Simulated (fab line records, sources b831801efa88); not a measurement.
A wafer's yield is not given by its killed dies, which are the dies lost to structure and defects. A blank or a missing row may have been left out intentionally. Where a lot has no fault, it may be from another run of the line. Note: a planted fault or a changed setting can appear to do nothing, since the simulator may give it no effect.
Struck lot and sound lot, side by side	flow sky130	17 steps out of a route of 708
Sound: wafers L648.3, L648.4, L648.5. The struck wafers were L660.3, L660.5, L660.6. The cause comes at the end.
At each step with rows: each side's tool, then ch and its chambers, then its first start. Under that, the readings that differ: sound wafers	struck wafers	difference of the means	sigmas: that difference in standard deviations of wafers without a fault.
alike: readings with means less than 2 such deviations apart, plus words and numbers identical on both sides. not compared: withheld readings, readings lacking a value on some wafer, bounds such as >300 that could conceal the same value, and numbers that have no deviation in the record and whose values overlap.
Wherever a step has rows on one side only, a row that says differs or no value, or a row with sigmas, the two part there. When numbers do not overlap yet have no deviation, they are printed without sigmas and do not part them. Lack of a reading on every wafer of one side parts them only where that side has two or more wafers.

first, 3 steps without rows for these wafers: SKY_VT_ADJUST_NCORE_EXPOSE_04 (exposes mask LVTN COMPLEMENT THIN, target cd 380 nm); SKY_VT_ADJUST_NCORE_PEB_05; SKY_VT_ADJUST_NCORE_DEVELOP_06 (develop time 60 s).
SKY_VT_ADJUST_NCORE_CD_MEAS_07: the cd target is 380 nm.
  struck on cdSem-02, day 13 18:35; sound on cdSem-01, day 9 22:42
  alike: cdNm
SKY_VT_ADJUST_NCORE_OVL_MEAS_08:
  struck on overlay-01, day 13 18:40; sound on overlay-01, day 9 22:47
  alike: VT_ADJUST_NCORE_OVL
next, for these wafers, 1 step has no rows: SKY_VT_ADJUST_NCORE_IMPLANT_09.
SKY_VT_ADJUST_NCORE_STRIP_10: strips in O2/N2.
  sound on plasmaAsher-01 ch 0,1, day 9 23:00; struck on plasmaAsher-01 ch 0,1, day 13 18:53
  alike: drypumpMotorCurrentA, oesProductAu, stripTimeToEndpointS
  not compared: rfHoursCounterH
SKY_VT_ADJUST_NCORE_TW_MEAS_11:
  struck on filmMetro-02, day 13 18:58; sound on filmMetro-03, day 9 23:05
  alike: VT_ADJUST_NCORE_TW
then, 4 steps without rows for these wafers: SKY_VT_ADJUST_HVTR_DEHYDRATE_00 (time 60 s); SKY_VT_ADJUST_HVTR_HMDS_01 (prime time 60 s); SKY_VT_ADJUST_HVTR_COAT_02 (resist thk 1140 nm); SKY_VT_ADJUST_HVTR_SOFTBAKE_03 (time 60 s).
SKY_VT_ADJUST_HVTR_EXPOSE_04: exposes mask HVTRM, target cd 380 nm.
  sound on ilineStepper-02 ch 0, day 10 10:16; struck on ilineStepper-02 ch 0, day 14 07:14
  alike: mask, reticleTempC, stageVelMmS
then, 2 steps without rows for these wafers: SKY_VT_ADJUST_HVTR_PEB_05; SKY_VT_ADJUST_HVTR_DEVELOP_06 (develop time 60 s).
SKY_VT_ADJUST_HVTR_CD_MEAS_07: the cd target is 380 nm.
  struck on cdSem-01, day 14 20:15; sound on cdSem-02, day 10 21:38
reading	sound	struck	difference	sigmas
cdNm (nm)	379 377 379	346 343 331	-38	-12
SKY_VT_ADJUST_HVTR_OVL_MEAS_08:
  struck on overlay-02, day 14 20:20; sound on overlay-02, day 10 21:44
reading	sound	struck	difference	sigmas
VT_ADJUST_HVTR_OVL (nm)	1.9 0.5 0.9	-1.9 -1.1 -1.9	-2.7	-2

## WHERE THEY PART
Earliest at SKY_VT_ADJUST_HVTR_CD_MEAS_07; latest, in this record, at SKY_VT_ADJUST_HVTR_OVL_MEAS_08.

WHY: what had been put in by the simulator
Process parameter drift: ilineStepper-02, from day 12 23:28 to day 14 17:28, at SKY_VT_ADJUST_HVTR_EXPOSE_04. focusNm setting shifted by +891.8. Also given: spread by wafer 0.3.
